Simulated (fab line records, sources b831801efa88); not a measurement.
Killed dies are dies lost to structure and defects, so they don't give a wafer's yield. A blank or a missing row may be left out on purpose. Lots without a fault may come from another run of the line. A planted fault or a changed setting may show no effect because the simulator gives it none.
fab line records | flow sfq_line
record lots=16 wafers=48 last_day=91
route steps=325 shown R5@214 I5@232 C5@247 M6@262
lots that met no fault: from a run of the same line without faults
start_h: hours from the record's first day to the start of the lot's first wafer shown | wait_h: hours since the lot's step before | " the same as in the row above | L1.1+2: a row that stands for several wafers | - no value, or no start given | * or withheld: withheld | < > ~ a bound
route shown NAME@n: a module of which the file shows steps, and the number in the route of the first | usual: mean/standard deviation of fault-free wafers | same: alike in all rows | chamber/n: place in a boat | sites: the reading at each site | _std_site: their standard deviation | _edge_site: outer sites' mean less inner sites' | radius_mm: how far each site lies from the wafer's centre | mask NAME#n: copy n | behind: the tool/chamber that last shaped the wafer | hold: why the lot was held/for how many hours/how that ended | device: the transistor (n, p or np) that didn't switch | end of line: the same wafers' tests at the end of the route | a step without rows: its recipe alone | killed: dies lost to structure and defects at the first sort, not the wafer's yield | map: a wafer's dies, x killed, . not, _ none there
set.NAME: the setting as run; set.NAME@STEP: as run at that earlier step | model.NAME: the simulator's own value behind a step, which no gauge read
steps of the route over a sample of lots; a table a step, a row a wafer
services: from which hour (start_h, from the record's first day; less than 0 if before it) a tool's chamber was out of use, for how many hours, and why
## steps
# step SFQ_TRILAYER_R5_DEP_SPUTTER_134
# recipe material=Ti base_pressure_pa=1.33e-06 target_thk_nm=5 power_w=2000 time_s=5 chamber_pressure_pa=0.4
# usual throttle_valve_pct=29.4/1.1
# columns lot.wafer tool chamber start_h wait_h throttle_valve_pct
L434.1 pvd_sputter-03 - 1324.49 0.0 29.3
L434.4 " - " " 29.7
L434.6 " - " " 28.8
L435.3 pvd_sputter-03 - 1328.10 0.0 29.1
L435.4 " - " " 28.9
L435.5 " - " " 29.4
L436.2 pvd_sputter-03 - 1361.83 0.0 29.2
L436.5 " - " " 29.2
L436.6 " - " " 29.9
L437.1 pvd_sputter-05 - 1365.41 0.0 28.0
L437.4 " - " " 32.8
L437.6 " - " " 32.8
L438.1 pvd_sputter-03 - 1369.01 0.0 29.6
L438.4 " - " " 29.8
L438.6 " - " " 29.8
L439.2 pvd_sputter-05 - 1385.81 0.0 30.2
L439.3 " - " " 29.6
L439.5 " - " " 29.7
L440.2 pvd_sputter-05 - 1395.64 0.0 27.5
L440.3 " - " " 29.6
L440.4 " - " " 30.4
L441.1 pvd_sputter-05 - 1402.63 0.0 27.7
L441.2 " - " " 29.4
L441.3 " - " " 30.2
L442.1 pvd_sputter-03 - 1410.04 0.0 29.6
L442.2 " - " " 28.9
L442.6 " - " " 29.6
L443.4 pvd_sputter-04 - 1430.14 0.0 29.3
L443.5 " - " " 29.4
L443.6 " - " " 27.7
L445.1 pvd_sputter-03 - 1432.81 0.0 29.7
L445.2 " - " " 29.2
L445.5 " - " " 28.8
L444.1 pvd_sputter-05 - 1435.20 0.0 29.7
L444.3 " - " " 30.5
L444.6 " - " " 27.8
L452.2 pvd_sputter-04 - 1488.31 0.0 29.8
L452.5 " - " " 30.2
L452.6 " - " " 27.7
L453.2 pvd_sputter-04 - 1638.20 0.0 27.8
L453.3 " - " " 30.0
L453.5 " - " " 29.7
L454.2 pvd_sputter-03 - 1645.85 0.0 28.6
L454.3 " - " " 29.7
L454.6 " - " " 28.9
L455.1 pvd_sputter-05 - 1656.22 0.0 27.8
L455.2 " - " " 29.6
L455.6 " - " " 29.6
# step SFQ_TRILAYER_I5_LITHO_EXPOSE_145
# recipe mask_id=I5 na=0.6 source_shape=conventional sigma_outer=0.65 target_cd_nm=700 dose_mj=21.3
# same sigma_outer=0.65
# columns lot.wafer tool chamber start_h wait_h mask
L434.1+4+6 krf_scanner-01 0 1617.22 - I5#0
L435.3+4+5 krf_scanner-01 0 1621.22 - I5#0
L436.2+5+6 krf_scanner-01 0 1652.37 - I5#0
L437.1+4+6 krf_scanner-01 0 1654.57 - I5#0
L438.1+4+6 krf_scanner-01 0 1658.17 - I5#0
L439.2+3+5 krf_scanner-02 0 1671.70 - I5#0
L440.2+3+4 krf_scanner-02 0 1680.10 - I5#0
L441.1+2+3 krf_scanner-02 0 1684.70 - I5#0
L442.1+2+6 krf_scanner-02 0 1693.10 - I5#0
L443.4+5+6 krf_scanner-02 0 1714.10 - I5#0
L445.1+2+5 krf_scanner-02 0 1715.90 - I5#0
L444.1+3+6 krf_scanner-02 0 1718.30 - I5#0
L452.2+5+6 krf_scanner-01 0 1749.47 - I5#0
L453.2+3+5 krf_scanner-01 0 1760.09 - I5#0
L454.2+3+6 krf_scanner-01 0 1766.09 - I5#0
L455.1+2+6 krf_scanner-01 0 1769.49 - I5#0
# step SFQ_I5_OVL_MEAS_936
# usual I5_OVL=-1/4.9
# columns lot.wafer tool chamber start_h wait_h hold I5_OVL[nm]
L434.1 overlay-02 - 1618.72 0.1 - 7
L434.4 " - " " - 3
L434.6 " - " " - 1
L435.3 overlay-02 - 1622.33 0.1 - -6
L435.4 " - " " - -6
L435.5 " - " " - -4
L436.2 overlay-02 - 1653.68 0.1 - -8
L436.5 " - " " - -7
L436.6 " - " " - -2
L437.1 overlay-02 - 1656.07 0.1 - 3
L437.4 " - " " - -2
L437.6 " - " " - -2
L438.1 overlay-01 - 1659.67 0.1 - -6
L438.4 " - " " - 4
L438.6 " - " " - -2
L439.2 overlay-02 - 1673.00 0.1 - -1
L439.3 " - " " - 5
L439.5 " - " " - 9
L440.2 overlay-02 - 1681.40 0.1 - 1
L440.3 " - " " - -4
L440.4 " - " " - -3
L441.1 overlay-02 - 1686.20 0.1 - -8
L441.2 " - " " - -14
L441.3 " - " " - -3
L442.1 overlay-01 - 1694.60 0.1 await_dispo/0.2h/release 148
L442.2 " - " " await_dispo/0.2h/release 145
L442.6 " - " " await_dispo/0.2h/release 146
L442.1 overlay-01 - 1694.80 0.2 - 148
L442.2 " - " " - 144
L442.6 " - " " - 145
L443.4 overlay-01 - 1715.17 0.1 await_dispo/0.2h/release 140
L443.5 " - " " await_dispo/0.2h/release 146
L443.6 " - " " await_dispo/0.2h/release 145
L443.4 overlay-01 - 1715.38 0.2 - 139
L443.5 " - " " - 143
L443.6 " - " " - 144
L445.1 overlay-02 - 1717.40 0.1 await_dispo/0.2h/release 140
L445.2 " - " " await_dispo/0.2h/release 140
L445.5 " - " " await_dispo/0.2h/release 139
L445.1 overlay-02 - 1717.60 0.2 - 140
L445.2 " - " " - 138
L445.5 " - " " - 139
L444.1 overlay-02 - 1719.80 0.1 await_dispo/0.2h/release 146
L444.3 " - " " await_dispo/0.2h/release 152
L444.6 " - " " await_dispo/0.2h/release 141
L444.1 overlay-02 - 1720.00 0.2 - 143
L444.3 " - " " - 149
L444.6 " - " " - 140
L452.2 overlay-01 - 1750.77 0.1 - -1
L452.5 " - " " - 1
L452.6 " - " " - 2
L453.2 overlay-01 - 1761.40 0.1 - -2
L453.3 " - " " - -11
L453.5 " - " " - -2
L454.2 overlay-01 - 1767.40 0.1 - 3
L454.3 " - " " - 2
L454.6 " - " " - 5
L455.1 overlay-01 - 1770.99 0.1 - -9
L455.2 " - " " - -4
L455.6 " - " " - -5
# step SFQ_TRILAYER_C5_BARC_OPEN_VIA_ETCH_210
# recipe mask_material=PR chemistry=O2 target_depth_nm=125 target=BARC source_w=500 bias_w=80 pressure_mtorr=30 time_s=41.7
# usual drypump_motor_current_A=5.6/0.36 oes_product_au=0.686/0.0044
# columns lot.wafer tool chamber start_h wait_h drypump_motor_current_A oes_product_au rf_hours_counter_h
L434.1 rie_diel-03 3 1664.63 0.0 4.9 0.692 19
L434.4 " 0 " " 4.9 0.686 1
L434.6 " 2 " " 5.7 0.685 -
L435.3 rie_diel-02 3 1723.20 0.0 6.4 0.683 3
L435.4 " 1 " " 5.4 0.684 11
L435.5 " 0 " " 5.8 0.680 -
L436.2 rie_diel-02 3 1751.71 0.0 6.4 0.684 3
L436.5 " 0 " " 5.9 0.682 -
L436.6 " 3 " " 6.4 0.690 -
L437.1 rie_diel-04 2 1756.63 0.0 5.4 0.683 4
L437.4 " 1 " " 5.8 0.691 11
L437.6 " 2 " " 5.4 0.693 -
L438.1 rie_diel-02 3 1772.23 0.0 6.4 0.684 3
L438.4 " 0 " " 5.8 0.681 16
L438.6 " 1 " " 5.4 0.680 -
L439.2 rie_diel-04 0 1778.23 0.0 5.7 0.687 17
L439.3 " 3 " " 5.7 0.686 14
L439.5 " 0 " " 5.7 0.692 -
L440.2 rie_diel-04 3 1783.23 0.0 5.7 0.682 14
L440.3 " 0 " " 5.8 0.683 17
L440.4 " 2 " " 5.4 0.682 5
L441.1 rie_diel-02 0 1785.63 0.0 5.8 0.689 17
L441.2 " 1 " " 5.4 0.681 12
L441.3 " 2 " " 5.7 0.691 0
L442.1 rie_diel-03 1 1794.13 0.0 5.6 0.684 2
L442.2 " 3 " " 4.9 0.685 1
L442.6 " 1 " " 5.6 0.687 -
L443.4 rie_diel-04 3 1807.33 0.0 5.7 0.680 14
L443.5 " 2 " " 5.4 0.694 -
L443.6 " 3 " " 5.7 0.687 -
L445.1 rie_diel-03 2 1809.85 0.0 5.6 0.682 17
L445.2 " 0 " " 4.9 0.682 3
L445.5 " 1 " " 5.6 0.684 -
L444.1 rie_diel-04 1 1813.45 0.0 5.8 0.689 12
L444.3 " 0 " " 5.7 0.688 18
L444.6 " 2 " " 5.4 0.687 -
L452.2 rie_diel-02 2 1855.74 0.0 5.7 0.687 1
L452.5 " 3 " " 6.4 0.691 -
L452.6 " 2 " " 5.7 0.681 -
L453.2 rie_diel-04 1 1865.34 0.0 5.8 0.688 13
L453.3 " 2 " " 5.4 0.688 6
L453.5 " 2 " " 5.4 0.686 -
L454.2 rie_diel-04 2 1873.74 0.0 5.4 0.692 6
L454.3 " 0 " " 5.7 0.697 0
L454.6 " 2 " " 5.4 0.684 -
L455.1 rie_diel-03 3 1878.54 0.0 4.9 0.689 3
L455.2 " 0 " " 4.8 0.684 4
L455.6 " 2 " " 5.6 0.676 -
# step SFQ_TRILAYER_M6_BARC_OPEN_METAL_ETCH_206
# recipe mask_material=PR chemistry=O2 target_depth_nm=125 target=BARC icp_w=600 bias_w=80 pressure_mtorr=10 time_s=41.7
# usual drypump_motor_current_A=5.4/0.42 oes_product_au=0.685/0.0042
# columns lot.wafer tool chamber start_h wait_h drypump_motor_current_A oes_product_au rf_hours_counter_h
L434.1 rie_metal-03 1 1752.81 0.0 4.9 0.680 32
L434.4 " 0 " " 5.7 0.683 -
L434.6 " 0 " " 5.7 0.681 -
L435.3 rie_metal-02 1 1754.03 0.0 4.8 0.692 -
L435.4 " 0 " " 5.8 0.688 -
L435.5 " 0 " " 5.8 0.685 -
L436.2 rie_metal-03 1 1755.21 0.0 4.9 0.681 33
L436.5 " 1 " " 4.9 0.686 -
L436.6 " 0 " " 5.6 0.686 -
L437.1 rie_metal-01 1 1788.13 0.0 5.0 0.689 100
L437.4 " 0 " " 5.8 0.691 -
L437.6 " 1 " " 5.0 0.688 -
L438.1 rie_metal-03 1 1789.33 0.0 5.0 0.690 38
L438.4 " 1 " " 4.9 0.684 -
L438.6 " 1 " " 4.9 0.682 -
L439.2 rie_metal-02 1 1790.53 0.0 4.8 0.682 88
L439.3 " 1 " " 4.8 0.686 -
L439.5 " 0 " " 5.8 0.680 -
L440.2 rie_metal-01 0 1791.73 0.0 5.8 0.687 102
L440.3 " 0 " " 5.9 0.685 -
L440.4 " 1 " " 5.0 0.692 -
L441.1 rie_metal-03 0 1792.93 0.0 5.7 0.682 38
L441.2 " 1 " " 4.9 0.679 39
L441.3 " 0 " " 5.7 0.682 -
L442.1 rie_metal-01 1 1797.58 0.0 5.0 0.683 101
L442.2 " 0 " " 5.8 0.689 103
L442.6 " 1 " " 5.0 0.686 -
L443.4 rie_metal-01 0 1837.69 0.0 5.8 0.688 -
L443.5 " 1 " " 5.0 0.682 -
L443.6 " 0 " " 5.9 0.676 -
L445.1 rie_metal-03 1 1838.87 0.0 4.9 0.687 43
L445.2 " 0 " " 5.6 0.683 42
L445.5 " 1 " " 4.9 0.681 -
L444.1 rie_metal-02 0 1840.07 0.0 5.8 0.694 19
L444.3 " 1 " " 4.8 0.684 -
L444.6 " 1 " " 4.8 0.686 -
L452.2 rie_metal-01 1 1869.50 0.0 5.0 0.688 111
L452.5 " 1 " " 5.0 0.689 -
L452.6 " 0 " " 5.8 0.682 -
L453.2 rie_metal-03 1 1874.30 0.0 4.9 0.687 49
L453.3 " 1 " " 4.9 0.690 -
L453.5 " 1 " " 4.9 0.686 -
L454.2 rie_metal-01 0 1890.65 0.0 5.9 0.687 117
L454.3 " 0 " " 5.8 0.687 -
L454.6 " 1 " " 5.0 0.691 -
L455.1 rie_metal-02 1 1893.05 0.0 4.8 0.684 101
L455.2 " 0 " " 5.8 0.677 30
L455.6 " 0 " " 5.8 0.686 -
## services
# columns tool chamber start_h hours kind
krf_scanner-02 - 1313.83 0.8 pm
krf_scanner-02 - 1314.58 4.4 pm
rie_diel-04 2 1318.71 5.4 repair
krf_scanner-02 - 1318.96 1.0 pm
krf_scanner-01 - 1325.96 1.0 pm
krf_scanner-01 - 1369.11 0.8 pm
pvd_sputter-03 - 1403.37 6.2 repair
krf_scanner-01 - 1410.35 3.0 pm
rie_diel-04 2 1419.80 12.1 repair
krf_scanner-01 - 1433.05 1.3 pm
krf_scanner-02 - 1437.68 1.3 pm
krf_scanner-01 - 1494.25 1.0 pm
krf_scanner-01 - 1537.91 0.8 pm
krf_scanner-01 - 1558.72 1.4 repair
krf_scanner-01 - 1609.96 1.3 pm
krf_scanner-01 - 1612.46 3.6 pm
krf_scanner-01 - 1642.32 2.0 repair
krf_scanner-01 - 1662.97 1.0 pm
krf_scanner-01 - 1703.64 4.4 pm
krf_scanner-01 - 1708.01 0.8 pm
krf_scanner-01 - 1785.29 1.3 pm
krf_scanner-01 - 1817.97 0.7 repair
krf_scanner-01 - 1831.12 4.0 pm
krf_scanner-01 - 1835.14 1.0 pm
## key
first_sign step=SFQ_I5_OVL_MEAS_936 reading=visit direction=added
effect step=SFQ_I5_OVL_MEAS_936 reading=I5_OVL direction=up sigmas=30 usual=-1 struck=144
met_at SFQ_TRILAYER_I5_LITHO_EXPOSE_145
struck_lots L442,L443,L444,L445
not_acting_at SFQ_TRILAYER_R5_DEP_SPUTTER_134,SFQ_TRILAYER_C5_BARC_OPEN_VIA_ETCH_210,SFQ_TRILAYER_M6_BARC_OPEN_METAL_ETCH_206
onset_between 1684.70 1693.10
fault kind=scanner_matching_overlay tool=krf_scanner-02 chamber=- onset_h=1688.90 steps=SFQ_TRILAYER_I5_LITHO_EXPOSE_145 offset=144.11
